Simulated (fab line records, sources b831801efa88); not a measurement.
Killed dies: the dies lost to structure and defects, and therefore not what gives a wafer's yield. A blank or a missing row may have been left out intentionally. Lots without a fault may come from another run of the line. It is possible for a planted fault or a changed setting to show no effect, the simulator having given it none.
fab line records + flow sky130
[record]
- lots = 24
- wafers = 72
- last_day = 50
route steps=708 shown LOCAL_INTERCONNECT@387 VIA2@519 VIA4@659 METAL5@666 PASSIVATION@682
lots that met no fault: from a run of the same line without faults
start_h: start of the lot's first displayed wafer, in hours after the record's first day + wait_h: hours from the lot's prior step to this one + " unchanged from the row above + L1.1+2: a single row standing in for several wafers + - no value, or no start was given + * or withheld: withheld + < > ~ a bound
route shown NAME@n: a module of which the file shows steps, and the number in the route of the first + usual: mean/standard deviation of fault-free wafers + same: alike in all rows + chamber/n: place in a boat + sites: per-site readings + _std_site: how widely they spread, as a standard deviation + _edge_site: inner sites' mean taken away from outer sites' mean + radius_mm: for every site, how far away it sits from the centre of the wafer + mask NAME#n: copy n + behind: the most recent tool/chamber to have shaped the wafer + hold: why the lot went on hold/how many hours it stayed there/how the hold came to an end + device: the transistor (n, p or np) that didn't switch + end of line: the route-end tests of the same wafers + where a step has no rows: the recipe by itself + killed: at the first sort, the dies lost to defects and structure; wafer yield is something else + map: a wafer's dies, marking killed ones x, the rest . and places with no die _
set.NAME: the setting that was run; set.NAME@STEP: the one run at that earlier step + model.NAME: the simulator's own value behind a step, which no gauge read
route steps across a sampled set of lots; one table per step, one row per wafer
services: the hour from which a tool's chamber was out of use, counted from the record's first day as start_h (under 0 if before that day), plus the number of hours and why
[[steps]]
[step SKY_LOCAL_INTERCONNECT_SPUTTER_00]
[recipe]
- material = TiN
- target_thk_nm = 100
- temp_c = 300
- power_w = 6672
- time_s = 83.3
- chamber_pressure_pa = 0.4
[usual]
- throttle_valve_pct = 29.6/1.2
| lot.wafer | tool           | chamber | start_h | wait_h | throttle_valve_pct |
|-----------|----------------|---------|---------|--------|--------------------|
| L074.1    | pvd_sputter-03 | -       | 666.89  | 0.1    | 30.1               |
| L074.2    | "              | -       | "       | "      | 29.1               |
| L074.3    | "              | -       | "       | "      | 29.6               |
| L075.2    | pvd_sputter-02 | -       | 671.63  | 0.1    | 30.3               |
| L075.3    | "              | -       | "       | "      | 29.9               |
| L075.5    | "              | -       | "       | "      | 29.9               |
| L076.2    | pvd_sputter-02 | -       | 686.44  | 0.2    | 30.0               |
| L076.3    | "              | -       | "       | "      | 30.0               |
| L076.6    | "              | -       | "       | "      | 30.0               |
| L077.3    | pvd_sputter-02 | -       | 727.40  | 0.2    | 30.0               |
| L077.4    | "              | -       | "       | "      | 32.0               |
| L077.5    | "              | -       | "       | "      | 31.7               |
| L079.2    | pvd_sputter-04 | -       | 738.77  | 0.1    | 28.8               |
| L079.4    | "              | -       | "       | "      | 27.0               |
| L079.6    | "              | -       | "       | "      | 29.2               |
| L078.4    | pvd_sputter-04 | -       | 743.15  | 0.2    | 30.0               |
| L078.5    | "              | -       | "       | "      | 29.7               |
| L078.6    | "              | -       | "       | "      | 26.9               |
| L080.1    | pvd_sputter-03 | -       | 745.44  | 0.1    | 29.7               |
| L080.3    | "              | -       | "       | "      | 30.2               |
| L080.6    | "              | -       | "       | "      | 29.9               |
| L081.1    | pvd_sputter-03 | -       | 753.83  | 0.1    | 29.9               |
| L081.5    | "              | -       | "       | "      | 29.2               |
| L081.6    | "              | -       | "       | "      | 29.7               |
| L082.3    | pvd_sputter-02 | -       | 757.67  | 0.2    | 31.9               |
| L082.4    | "              | -       | "       | "      | 29.6               |
| L082.5    | "              | -       | "       | "      | 30.0               |
| L084.3    | pvd_sputter-04 | -       | 762.93  | 0.2    | 28.9               |
| L084.5    | "              | -       | "       | "      | 29.8               |
| L084.6    | "              | -       | "       | "      | 27.0               |
| L083.3    | pvd_sputter-02 | -       | 763.30  | 0.2    | 29.8               |
| L083.4    | "              | -       | "       | "      | 29.8               |
| L083.5    | "              | -       | "       | "      | 31.8               |
| L086.1    | pvd_sputter-02 | -       | 778.30  | 0.2    | 29.8               |
| L086.2    | "              | -       | "       | "      | 30.2               |
| L086.6    | "              | -       | "       | "      | 30.1               |
| L085.1    | pvd_sputter-04 | -       | 780.98  | 0.2    | 29.4               |
| L085.5    | "              | -       | "       | "      | 29.2               |
| L085.6    | "              | -       | "       | "      | 29.9               |
| L087.2    | pvd_sputter-02 | -       | 784.03  | 0.2    | 30.1               |
| L087.3    | "              | -       | "       | "      | 32.1               |
| L087.6    | "              | -       | "       | "      | 31.6               |
| L088.1    | pvd_sputter-04 | -       | 793.13  | 0.1    | 30.1               |
| L088.3    | "              | -       | "       | "      | 27.3               |
| L088.4    | "              | -       | "       | "      | 28.9               |
| L089.1    | pvd_sputter-04 | -       | 797.83  | 0.1    | 27.0               |
| L089.5    | "              | -       | "       | "      | 29.8               |
| L089.6    | "              | -       | "       | "      | 26.9               |
| L090.1    | pvd_sputter-02 | -       | 805.15  | 0.2    | 32.0               |
| L090.2    | "              | -       | "       | "      | 30.4               |
| L090.6    | "              | -       | "       | "      | 29.9               |
| L091.1    | pvd_sputter-02 | -       | 808.83  | 0.2    | 30.2               |
| L091.3    | "              | -       | "       | "      | 29.9               |
| L091.5    | "              | -       | "       | "      | 30.1               |
| L092.1    | pvd_sputter-04 | -       | 815.53  | 0.2    | 29.0               |
| L092.3    | "              | -       | "       | "      | 29.0               |
| L092.6    | "              | -       | "       | "      | 29.3               |
| L093.1    | pvd_sputter-04 | -       | 821.85  | 0.1    | 27.1               |
| L093.3    | "              | -       | "       | "      | 29.3               |
| L093.4    | "              | -       | "       | "      | 29.6               |
| L094.1    | pvd_sputter-04 | -       | 836.33  | 0.2    | 28.9               |
| L094.2    | "              | -       | "       | "      | 26.9               |
| L094.6    | "              | -       | "       | "      | 29.2               |
| L095.1    | pvd_sputter-03 | -       | 841.76  | 0.2    | 29.1               |
| L095.3    | "              | -       | "       | "      | 29.9               |
| L095.6    | "              | -       | "       | "      | 30.2               |
| L096.1    | pvd_sputter-04 | -       | 846.95  | 0.1    | 29.4               |
| L096.4    | "              | -       | "       | "      | 26.9               |
| L096.6    | "              | -       | "       | "      | 28.8               |
| L097.1    | pvd_sputter-02 | -       | 853.99  | 0.2    | 29.9               |
| L097.2    | "              | -       | "       | "      | 31.8               |
| L097.3    | "              | -       | "       | "      | 29.9               |
[step SKY_LOCAL_INTERCONNECT_OVL_MEAS_12]
[usual]
- LOCAL_INTERCONNECT_OVL = 3/3.9
| lot.wafer | tool       | chamber | start_h | wait_h | LOCAL_INTERCONNECT_OVL[nm] |
|-----------|------------|---------|---------|--------|----------------------------|
| L074.1    | overlay-01 | -       | 695.48  | 0.1    | 4                          |
| L074.2    | "          | -       | "       | "      | 1                          |
| L074.3    | "          | -       | "       | "      | 3                          |
| L075.2    | overlay-02 | -       | 699.59  | 0.1    | -1                         |
| L075.3    | "          | -       | "       | "      | -1                         |
| L075.5    | "          | -       | "       | "      | -5                         |
| L076.2    | overlay-01 | -       | 714.64  | 0.1    | 6                          |
| L076.3    | "          | -       | "       | "      | 3                          |
| L076.6    | "          | -       | "       | "      | 1                          |
| L077.3    | overlay-02 | -       | 755.51  | 0.1    | -5                         |
| L077.4    | "          | -       | "       | "      | 4                          |
| L077.5    | "          | -       | "       | "      | -2                         |
| L079.2    | overlay-01 | -       | 766.34  | 0.1    | 2                          |
| L079.4    | "          | -       | "       | "      | 2                          |
| L079.6    | "          | -       | "       | "      | 3                          |
| L078.4    | overlay-01 | -       | 770.47  | 0.1    | 15                         |
| L078.5    | "          | -       | "       | "      | 6                          |
| L078.6    | "          | -       | "       | "      | 5                          |
| L080.1    | overlay-02 | -       | 772.85  | 0.1    | 3                          |
| L080.3    | "          | -       | "       | "      | 4                          |
| L080.6    | "          | -       | "       | "      | 0                          |
| L081.1    | overlay-02 | -       | 780.69  | 0.1    | 3                          |
| L081.5    | "          | -       | "       | "      | 4                          |
| L081.6    | "          | -       | "       | "      | 0                          |
| L082.3    | overlay-01 | -       | 784.20  | 0.1    | 7                          |
| L082.4    | "          | -       | "       | "      | 3                          |
| L082.5    | "          | -       | "       | "      | 7                          |
| L084.3    | overlay-02 | -       | 790.30  | 0.1    | 2                          |
| L084.5    | "          | -       | "       | "      | 5                          |
| L084.6    | "          | -       | "       | "      | 10                         |
| L083.3    | overlay-01 | -       | 790.63  | 0.1    | -1                         |
| L083.4    | "          | -       | "       | "      | -2                         |
| L083.5    | "          | -       | "       | "      | -12                        |
| L086.1    | overlay-02 | -       | 805.24  | 0.1    | 2                          |
| L086.2    | "          | -       | "       | "      | 4                          |
| L086.6    | "          | -       | "       | "      | 4                          |
| L085.1    | overlay-01 | -       | 807.76  | 0.1    | 2                          |
| L085.5    | "          | -       | "       | "      | -4                         |
| L085.6    | "          | -       | "       | "      | -1                         |
| L087.2    | overlay-02 | -       | 811.11  | 0.1    | 1                          |
| L087.3    | "          | -       | "       | "      | 3                          |
| L087.6    | "          | -       | "       | "      | 5                          |
| L088.1    | overlay-01 | -       | 820.25  | 0.1    | 2                          |
| L088.3    | "          | -       | "       | "      | 3                          |
| L088.4    | "          | -       | "       | "      | 1                          |
| L089.1    | overlay-02 | -       | 824.49  | 0.1    | 4                          |
| L089.5    | "          | -       | "       | "      | 6                          |
| L089.6    | "          | -       | "       | "      | 6                          |
| L090.1    | overlay-01 | -       | 831.65  | 0.1    | 4                          |
| L090.2    | "          | -       | "       | "      | -1                         |
| L090.6    | "          | -       | "       | "      | 2                          |
| L091.1    | overlay-02 | -       | 834.94  | 0.1    | 7                          |
| L091.3    | "          | -       | "       | "      | 9                          |
| L091.5    | "          | -       | "       | "      | 5                          |
| L092.1    | overlay-02 | -       | 842.60  | 0.1    | 11                         |
| L092.3    | "          | -       | "       | "      | 6                          |
| L092.6    | "          | -       | "       | "      | 8                          |
| L093.1    | overlay-01 | -       | 848.31  | 0.1    | 2                          |
| L093.3    | "          | -       | "       | "      | 3                          |
| L093.4    | "          | -       | "       | "      | 6                          |
| L094.1    | overlay-01 | -       | 862.75  | 0.1    | 6                          |
| L094.2    | "          | -       | "       | "      | 4                          |
| L094.6    | "          | -       | "       | "      | 6                          |
| L095.1    | overlay-01 | -       | 868.11  | 0.1    | 2                          |
| L095.3    | "          | -       | "       | "      | -5                         |
| L095.6    | "          | -       | "       | "      | -4                         |
| L096.1    | overlay-02 | -       | 872.45  | 0.1    | 3                          |
| L096.4    | "          | -       | "       | "      | 8                          |
| L096.6    | "          | -       | "       | "      | 3                          |
| L097.1    | overlay-01 | -       | 879.85  | 0.1    | 6                          |
| L097.2    | "          | -       | "       | "      | 6                          |
| L097.3    | "          | -       | "       | "      | 3                          |
[step SKY_VIA2_CD_MEAS_12]
[recipe]
- target_cd_nm = 200
[usual]
- cd_nm = 200.6/1.4
| lot.wafer | tool      | chamber | start_h | wait_h | cd_nm |
|-----------|-----------|---------|---------|--------|-------|
| L074.1    | cd_sem-01 | -       | 839.46  | -      | 199.7 |
| L074.2    | "         | -       | "       | "      | 198.9 |
| L074.3    | "         | -       | "       | "      | 201.3 |
| L075.2    | cd_sem-01 | -       | 841.39  | -      | 200.7 |
| L075.3    | "         | -       | "       | "      | 200.6 |
| L075.5    | "         | -       | "       | "      | 201.6 |
| L076.2    | cd_sem-01 | -       | 856.07  | -      | 199.4 |
| L076.3    | "         | -       | "       | "      | 198.1 |
| L076.6    | "         | -       | "       | "      | 200.2 |
| L077.3    | cd_sem-01 | -       | 896.26  | -      | 201.6 |
| L077.4    | "         | -       | "       | "      | 202.2 |
| L077.5    | "         | -       | "       | "      | 201.3 |
| L079.2    | cd_sem-02 | -       | 905.22  | -      | 199.3 |
| L079.4    | "         | -       | "       | "      | 196.9 |
| L079.6    | "         | -       | "       | "      | 197.8 |
| L078.4    | cd_sem-01 | -       | 907.98  | -      | 201.4 |
| L078.5    | "         | -       | "       | "      | 202.3 |
| L078.6    | "         | -       | "       | "      | 202.9 |
| L080.1    | cd_sem-01 | -       | 911.84  | -      | 201.0 |
| L080.3    | "         | -       | "       | "      | 201.4 |
| L080.6    | "         | -       | "       | "      | 202.1 |
| L081.1    | cd_sem-01 | -       | 917.89  | -      | 199.8 |
| L081.5    | "         | -       | "       | "      | 200.5 |
| L081.6    | "         | -       | "       | "      | 199.4 |
| L082.3    | cd_sem-02 | -       | 922.70  | -      | 200.1 |
| L082.4    | "         | -       | "       | "      | 199.0 |
| L082.5    | "         | -       | "       | "      | 198.7 |
| L084.3    | cd_sem-01 | -       | 927.55  | -      | 202.0 |
| L084.5    | "         | -       | "       | "      | 202.0 |
| L084.6    | "         | -       | "       | "      | 202.9 |
| L083.3    | cd_sem-01 | -       | 927.90  | -      | 199.3 |
| L083.4    | "         | -       | "       | "      | 200.8 |
| L083.5    | "         | -       | "       | "      | 200.9 |
| L086.1    | cd_sem-01 | -       | 940.57  | -      | 199.2 |
| L086.2    | "         | -       | "       | "      | 199.9 |
| L086.6    | "         | -       | "       | "      | 199.5 |
| L085.1    | cd_sem-01 | -       | 941.96  | -      | 200.7 |
| L085.5    | "         | -       | "       | "      | 201.0 |
| L085.6    | "         | -       | "       | "      | 200.4 |
| L087.2    | cd_sem-02 | -       | 946.22  | -      | 200.9 |
| L087.3    | "         | -       | "       | "      | 199.3 |
| L087.6    | "         | -       | "       | "      | 200.0 |
| L088.1    | cd_sem-01 | -       | 954.12  | -      | 198.4 |
| L088.3    | "         | -       | "       | "      | 201.2 |
| L088.4    | "         | -       | "       | "      | 198.9 |
| L089.1    | cd_sem-01 | -       | 957.70  | -      | 200.9 |
| L089.5    | "         | -       | "       | "      | 202.1 |
| L089.6    | "         | -       | "       | "      | 201.1 |
| L090.1    | cd_sem-02 | -       | 965.95  | -      | 200.1 |
| L090.2    | "         | -       | "       | "      | 201.2 |
| L090.6    | "         | -       | "       | "      | 201.2 |
| L091.1    | cd_sem-02 | -       | 967.07  | -      | 203.2 |
| L091.3    | "         | -       | "       | "      | 202.5 |
| L091.5    | "         | -       | "       | "      | 201.2 |
| L092.1    | cd_sem-02 | -       | 975.01  | -      | 199.8 |
| L092.3    | "         | -       | "       | "      | 199.7 |
| L092.6    | "         | -       | "       | "      | 199.1 |
| L093.1    | cd_sem-02 | -       | 981.26  | -      | 200.0 |
| L093.3    | "         | -       | "       | "      | 199.6 |
| L093.4    | "         | -       | "       | "      | 200.0 |
| L094.1    | cd_sem-01 | -       | 994.01  | -      | 203.9 |
| L094.2    | "         | -       | "       | "      | 204.3 |
| L094.6    | "         | -       | "       | "      | 203.1 |
| L095.1    | cd_sem-02 | -       | 999.27  | -      | 200.3 |
| L095.3    | "         | -       | "       | "      | 200.5 |
| L095.6    | "         | -       | "       | "      | 200.5 |
| L096.1    | cd_sem-01 | -       | 1001.90 | -      | 200.3 |
| L096.4    | "         | -       | "       | "      | 200.5 |
| L096.6    | "         | -       | "       | "      | 201.1 |
| L097.1    | cd_sem-02 | -       | 1009.01 | -      | 199.6 |
| L097.2    | "         | -       | "       | "      | 200.7 |
| L097.3    | "         | -       | "       | "      | 199.7 |
[step SKY_VIA4_THK_MEAS_20]
[recipe]
- thk_meas_gauge = xrf
- reads = W_of_VIA4_CVD_18
[usual]
- VIA4_W_THK = 508/7.5
| lot.wafer | tool          | chamber | start_h | wait_h | VIA4_W_THK[nm] |
|-----------|---------------|---------|---------|--------|----------------|
| L074.1    | film_metro-03 | -       | 997.17  | 0.1    | 516            |
| L074.2    | "             | -       | "       | "      | 514            |
| L074.3    | "             | -       | "       | "      | 517            |
| L075.2    | film_metro-03 | -       | 999.31  | 0.1    | 502            |
| L075.3    | "             | -       | "       | "      | 505            |
| L075.5    | "             | -       | "       | "      | 498            |
| L076.2    | film_metro-03 | -       | 1011.27 | 0.1    | 514            |
| L076.3    | "             | -       | "       | "      | 508            |
| L076.6    | "             | -       | "       | "      | 515            |
| L077.3    | film_metro-04 | -       | 1046.72 | 0.1    | 500            |
| L077.4    | "             | -       | "       | "      | 504            |
| L077.5    | "             | -       | "       | "      | 505            |
| L079.2    | film_metro-03 | -       | 1055.00 | 0.1    | 509            |
| L079.4    | "             | -       | "       | "      | 510            |
| L079.6    | "             | -       | "       | "      | 510            |
| L078.4    | film_metro-01 | -       | 1057.23 | 0.1    | 519            |
| L078.5    | "             | -       | "       | "      | 515            |
| L078.6    | "             | -       | "       | "      | 511            |
| L080.1    | film_metro-04 | -       | 1061.20 | 0.1    | 497            |
| L080.3    | "             | -       | "       | "      | 499            |
| L080.6    | "             | -       | "       | "      | 494            |
| L081.1    | film_metro-01 | -       | 1066.55 | 0.1    | 512            |
| L081.5    | "             | -       | "       | "      | 526            |
| L081.6    | "             | -       | "       | "      | 518            |
| L082.3    | film_metro-03 | -       | 1069.97 | 0.1    | 510            |
| L082.4    | "             | -       | "       | "      | 512            |
| L082.5    | "             | -       | "       | "      | 506            |
| L084.3    | film_metro-04 | -       | 1073.79 | 0.1    | 495            |
| L084.5    | "             | -       | "       | "      | 503            |
| L084.6    | "             | -       | "       | "      | 498            |
| L083.3    | film_metro-04 | -       | 1075.08 | 0.1    | 500            |
| L083.4    | "             | -       | "       | "      | 495            |
| L083.5    | "             | -       | "       | "      | 497            |
| L086.1    | film_metro-03 | -       | 1085.24 | 0.1    | 504            |
| L086.2    | "             | -       | "       | "      | 501            |
| L086.6    | "             | -       | "       | "      | 504            |
| L085.1    | film_metro-01 | -       | 1088.06 | 0.1    | 518            |
| L085.5    | "             | -       | "       | "      | 518            |
| L085.6    | "             | -       | "       | "      | 518            |
| L087.2    | film_metro-04 | -       | 1089.27 | 0.1    | 500            |
| L087.3    | "             | -       | "       | "      | 503            |
| L087.6    | "             | -       | "       | "      | 504            |
| L088.1    | film_metro-04 | -       | 1096.69 | 0.1    | 500            |
| L088.3    | "             | -       | "       | "      | 507            |
| L088.4    | "             | -       | "       | "      | 503            |
| L089.1    | film_metro-04 | -       | 1100.05 | 0.1    | 498            |
| L089.5    | "             | -       | "       | "      | 498            |
| L089.6    | "             | -       | "       | "      | 498            |
| L090.1    | film_metro-03 | -       | 1107.56 | 0.1    | 504            |
| L090.2    | "             | -       | "       | "      | 504            |
| L090.6    | "             | -       | "       | "      | 501            |
| L091.1    | film_metro-03 | -       | 1109.52 | 0.1    | 508            |
| L091.3    | "             | -       | "       | "      | 520            |
| L091.5    | "             | -       | "       | "      | 507            |
| L092.1    | film_metro-03 | -       | 1115.20 | 0.1    | 511            |
| L092.3    | "             | -       | "       | "      | 515            |
| L092.6    | "             | -       | "       | "      | 512            |
| L093.1    | film_metro-03 | -       | 1120.29 | 0.1    | 512            |
| L093.3    | "             | -       | "       | "      | 506            |
| L093.4    | "             | -       | "       | "      | 515            |
| L094.1    | film_metro-01 | -       | 1132.22 | 0.1    | 517            |
| L094.2    | "             | -       | "       | "      | 505            |
| L094.6    | "             | -       | "       | "      | 515            |
| L095.1    | film_metro-01 | -       | 1136.55 | 0.1    | 510            |
| L095.3    | "             | -       | "       | "      | 508            |
| L095.6    | "             | -       | "       | "      | 509            |
| L096.1    | film_metro-03 | -       | 1136.65 | 0.1    | 514            |
| L096.4    | "             | -       | "       | "      | 518            |
| L096.6    | "             | -       | "       | "      | 513            |
| L097.1    | film_metro-04 | -       | 1141.96 | 0.1    | 509            |
| L097.2    | "             | -       | "       | "      | 496            |
| L097.3    | "             | -       | "       | "      | 504            |
[step SKY_METAL5_RS_MEAS_05]
[recipe]
- thk_meas_gauge = four-point-probe
- reads = TiN_of_METAL5_SPUTTER_04+Ti_of_METAL5_SPUTTER_03+AlCu_of_METAL5_SPUTTER_02+TiN_of_METAL5_SPUTTER_01+Ti_of_METAL5_SPUTTER_00
[usual]
- METAL5_ALCU_RS = 0.02715/0.00025
| lot.wafer | tool          | chamber | start_h | wait_h | METAL5_ALCU_RS[ohm/sq] |
|-----------|---------------|---------|---------|--------|------------------------|
| L074.1    | film_metro-02 | -       | 997.70  | 0.0    | 0.02675                |
| L074.2    | "             | -       | "       | "      | 0.02675                |
| L074.3    | "             | -       | "       | "      | 0.02702                |
| L075.2    | film_metro-02 | -       | 999.87  | 0.0    | 0.0272                 |
| L075.3    | "             | -       | "       | "      | 0.02717                |
| L075.5    | "             | -       | "       | "      | 0.02725                |
| L076.2    | film_metro-02 | -       | 1011.81 | 0.0    | 0.02751                |
| L076.3    | "             | -       | "       | "      | 0.02749                |
| L076.6    | "             | -       | "       | "      | 0.02749                |
| L077.3    | film_metro-04 | -       | 1047.27 | 0.1    | 0.02759                |
| L077.4    | "             | -       | "       | "      | 0.02752                |
| L077.5    | "             | -       | "       | "      | 0.02773                |
| L079.2    | film_metro-03 | -       | 1055.53 | 0.0    | 0.0274                 |
| L079.4    | "             | -       | "       | "      | 0.02724                |
| L079.6    | "             | -       | "       | "      | 0.02747                |
| L078.4    | film_metro-04 | -       | 1057.80 | 0.1    | 0.02695                |
| L078.5    | "             | -       | "       | "      | 0.02693                |
| L078.6    | "             | -       | "       | "      | 0.02709                |
| L080.1    | film_metro-04 | -       | 1061.73 | 0.0    | 0.02695                |
| L080.3    | "             | -       | "       | "      | 0.02689                |
| L080.6    | "             | -       | "       | "      | 0.02693                |
| L081.1    | film_metro-04 | -       | 1067.09 | 0.0    | 0.02701                |
| L081.5    | "             | -       | "       | "      | 0.0269                 |
| L081.6    | "             | -       | "       | "      | 0.02701                |
| L082.3    | film_metro-02 | -       | 1070.52 | 0.1    | 0.02714                |
| L082.4    | "             | -       | "       | "      | 0.0273                 |
| L082.5    | "             | -       | "       | "      | 0.02726                |
| L084.3    | film_metro-02 | -       | 1074.34 | 0.1    | 0.0272                 |
| L084.5    | "             | -       | "       | "      | 0.02716                |
| L084.6    | "             | -       | "       | "      | 0.02713                |
| L083.3    | film_metro-02 | -       | 1075.63 | 0.1    | 0.02701                |
| L083.4    | "             | -       | "       | "      | 0.02733                |
| L083.5    | "             | -       | "       | "      | 0.02686                |
| L086.1    | film_metro-02 | -       | 1085.90 | 0.0    | 0.02719                |
| L086.2    | "             | -       | "       | "      | 0.02699                |
| L086.6    | "             | -       | "       | "      | 0.0271                 |
| L085.1    | film_metro-03 | -       | 1088.77 | 0.0    | 0.02698                |
| L085.5    | "             | -       | "       | "      | 0.02703                |
| L085.6    | "             | -       | "       | "      | 0.027                  |
| L087.2    | film_metro-02 | -       | 1089.81 | 0.0    | 0.02736                |
| L087.3    | "             | -       | "       | "      | 0.02749                |
| L087.6    | "             | -       | "       | "      | 0.02733                |
| L088.1    | film_metro-04 | -       | 1097.23 | 0.0    | 0.02705                |
| L088.3    | "             | -       | "       | "      | 0.02714                |
| L088.4    | "             | -       | "       | "      | 0.02712                |
| L089.1    | film_metro-03 | -       | 1100.57 | 0.0    | 0.02707                |
| L089.5    | "             | -       | "       | "      | 0.02718                |
| L089.6    | "             | -       | "       | "      | 0.02704                |
| L090.1    | film_metro-03 | -       | 1108.10 | 0.0    | 0.02725                |
| L090.2    | "             | -       | "       | "      | 0.02751                |
| L090.6    | "             | -       | "       | "      | 0.02729                |
| L091.1    | film_metro-02 | -       | 1110.27 | 0.0    | 0.02713                |
| L091.3    | "             | -       | "       | "      | 0.02688                |
| L091.5    | "             | -       | "       | "      | 0.02693                |
| L092.1    | film_metro-02 | -       | 1115.97 | 0.0    | 0.02734                |
| L092.3    | "             | -       | "       | "      | 0.02719                |
| L092.6    | "             | -       | "       | "      | 0.02707                |
| L093.1    | film_metro-04 | -       | 1120.84 | 0.0    | 0.0267                 |
| L093.3    | "             | -       | "       | "      | 0.02702                |
| L093.4    | "             | -       | "       | "      | 0.02696                |
| L094.1    | film_metro-02 | -       | 1132.74 | 0.0    | 0.0273                 |
| L094.2    | "             | -       | "       | "      | 0.02734                |
| L094.6    | "             | -       | "       | "      | 0.02735                |
| L095.1    | film_metro-03 | -       | 1137.08 | 0.0    | 0.0268                 |
| L095.3    | "             | -       | "       | "      | 0.02686                |
| L095.6    | "             | -       | "       | "      | 0.02686                |
| L096.1    | film_metro-02 | -       | 1137.18 | 0.0    | 0.02719                |
| L096.4    | "             | -       | "       | "      | 0.0271                 |
| L096.6    | "             | -       | "       | "      | 0.02709                |
| L097.1    | film_metro-03 | -       | 1142.48 | 0.0    | 0.02701                |
| L097.2    | "             | -       | "       | "      | 0.0273                 |
| L097.3    | "             | -       | "       | "      | 0.02719                |
[step SKY_PASSIVATION_THK_MEAS_01]
[recipe]
- reads = SiO2_of_PASSIVATION_CVD_00
[usual]
- PASSIVATION_CVD_00_THK = 89.6/0.97
| lot.wafer | tool          | chamber | start_h | wait_h | PASSIVATION_CVD_00_THK[nm] |
|-----------|---------------|---------|---------|--------|----------------------------|
| L074.1    | film_metro-04 | -       | 1020.81 | -      | 89.1                       |
| L074.2    | "             | -       | "       | "      | 89.3                       |
| L074.3    | "             | -       | "       | "      | 89.4                       |
| L075.2    | film_metro-01 | -       | 1023.61 | -      | 87.6                       |
| L075.3    | "             | -       | "       | "      | 89.3                       |
| L075.5    | "             | -       | "       | "      | 90.0                       |
| L076.2    | film_metro-02 | -       | 1035.42 | -      | 88.0                       |
| L076.3    | "             | -       | "       | "      | 88.5                       |
| L076.6    | "             | -       | "       | "      | 89.5                       |
| L077.3    | film_metro-02 | -       | 1069.51 | -      | 89.2                       |
| L077.4    | "             | -       | "       | "      | 90.8                       |
| L077.5    | "             | -       | "       | "      | 90.8                       |
| L079.2    | film_metro-01 | -       | 1077.24 | -      | 89.3                       |
| L079.4    | "             | -       | "       | "      | 91.2                       |
| L079.6    | "             | -       | "       | "      | 89.4                       |
| L078.4    | film_metro-01 | -       | 1079.03 | -      | 91.2                       |
| L078.5    | "             | -       | "       | "      | 90.5                       |
| L078.6    | "             | -       | "       | "      | 91.7                       |
| L080.1    | film_metro-01 | -       | 1082.36 | -      | 89.4                       |
| L080.3    | "             | -       | "       | "      | 90.6                       |
| L080.6    | "             | -       | "       | "      | 89.3                       |
| L081.1    | film_metro-02 | -       | 1088.40 | -      | 90.0                       |
| L081.5    | "             | -       | "       | "      | 90.4                       |
| L081.6    | "             | -       | "       | "      | 90.4                       |
| L082.3    | film_metro-04 | -       | 1091.38 | -      | 88.2                       |
| L082.4    | "             | -       | "       | "      | 89.7                       |
| L082.5    | "             | -       | "       | "      | 89.6                       |
| L084.3    | film_metro-01 | -       | 1095.80 | -      | 87.6                       |
| L084.5    | "             | -       | "       | "      | 90.5                       |
| L084.6    | "             | -       | "       | "      | 89.3                       |
| L083.3    | film_metro-02 | -       | 1096.37 | -      | 88.7                       |
| L083.4    | "             | -       | "       | "      | 89.3                       |
| L083.5    | "             | -       | "       | "      | 90.2                       |
| L086.1    | film_metro-02 | -       | 1106.69 | -      | 88.4                       |
| L086.2    | "             | -       | "       | "      | 88.8                       |
| L086.6    | "             | -       | "       | "      | 89.3                       |
| L085.1    | film_metro-04 | -       | 1110.15 | -      | 88.8                       |
| L085.5    | "             | -       | "       | "      | 91.5                       |
| L085.6    | "             | -       | "       | "      | 91.5                       |
| L087.2    | film_metro-02 | -       | 1110.81 | -      | 89.1                       |
| L087.3    | "             | -       | "       | "      | 88.3                       |
| L087.6    | "             | -       | "       | "      | 90.9                       |
| L088.1    | film_metro-02 | -       | 1118.68 | -      | 89.4                       |
| L088.3    | "             | -       | "       | "      | 88.7                       |
| L088.4    | "             | -       | "       | "      | 90.2                       |
| L089.1    | film_metro-01 | -       | 1121.70 | -      | 89.4                       |
| L089.5    | "             | -       | "       | "      | 89.6                       |
| L089.6    | "             | -       | "       | "      | 90.3                       |
| L090.1    | film_metro-02 | -       | 1129.47 | -      | 89.5                       |
| L090.2    | "             | -       | "       | "      | 88.7                       |
| L090.6    | "             | -       | "       | "      | 90.8                       |
| L091.1    | film_metro-04 | -       | 1132.47 | -      | 89.0                       |
| L091.3    | "             | -       | "       | "      | 88.0                       |
| L091.5    | "             | -       | "       | "      | 90.6                       |
| L092.1    | film_metro-02 | -       | 1136.07 | -      | 89.1                       |
| L092.3    | "             | -       | "       | "      | 89.7                       |
| L092.6    | "             | -       | "       | "      | 90.3                       |
| L093.1    | film_metro-02 | -       | 1140.85 | -      | 89.1                       |
| L093.3    | "             | -       | "       | "      | 89.2                       |
| L093.4    | "             | -       | "       | "      | 90.7                       |
| L094.1    | film_metro-02 | -       | 1152.13 | -      | 87.8                       |
| L094.2    | "             | -       | "       | "      | 89.4                       |
| L094.6    | "             | -       | "       | "      | 90.1                       |
| L095.1    | film_metro-01 | -       | 1156.18 | -      | 88.5                       |
| L095.3    | "             | -       | "       | "      | 89.1                       |
| L095.6    | "             | -       | "       | "      | 90.5                       |
| L096.1    | film_metro-01 | -       | 1156.48 | -      | 89.0                       |
| L096.4    | "             | -       | "       | "      | 89.1                       |
| L096.6    | "             | -       | "       | "      | 90.3                       |
| L097.1    | film_metro-01 | -       | 1161.03 | -      | 89.0                       |
| L097.2    | "             | -       | "       | "      | 87.8                       |
| L097.3    | "             | -       | "       | "      | 88.8                       |
[[services]]
| tool           | chamber | start_h | hours | kind                   |
|----------------|---------|---------|-------|------------------------|
| pvd_sputter-03 | 0       | 648.07  | -     | consumable_replace:kit |
| pvd_sputter-03 | 0       | 648.07  | 18.0  | scheduled_down         |
| pvd_sputter-03 | 0       | 648.07  | 18.0  | vent_cycle             |
| pvd_sputter-03 | -       | 704.28  | 2.6   | repair                 |
| pvd_sputter-03 | -       | 725.06  | 9.8   | repair                 |
| pvd_sputter-04 | -       | 756.36  | 5.1   | repair                 |
| pvd_sputter-04 | 1       | 763.00  | -     | consumable_replace:kit |
| pvd_sputter-04 | 1       | 763.00  | 18.0  | scheduled_down         |
| pvd_sputter-04 | 1       | 763.00  | 18.0  | vent_cycle             |
| pvd_sputter-02 | -       | 813.11  | 4.5   | repair                 |
| pvd_sputter-03 | -       | 821.82  | 2.6   | repair                 |
| pvd_sputter-03 | -       | 831.59  | 0.9   | repair                 |
[[key]]
fault none
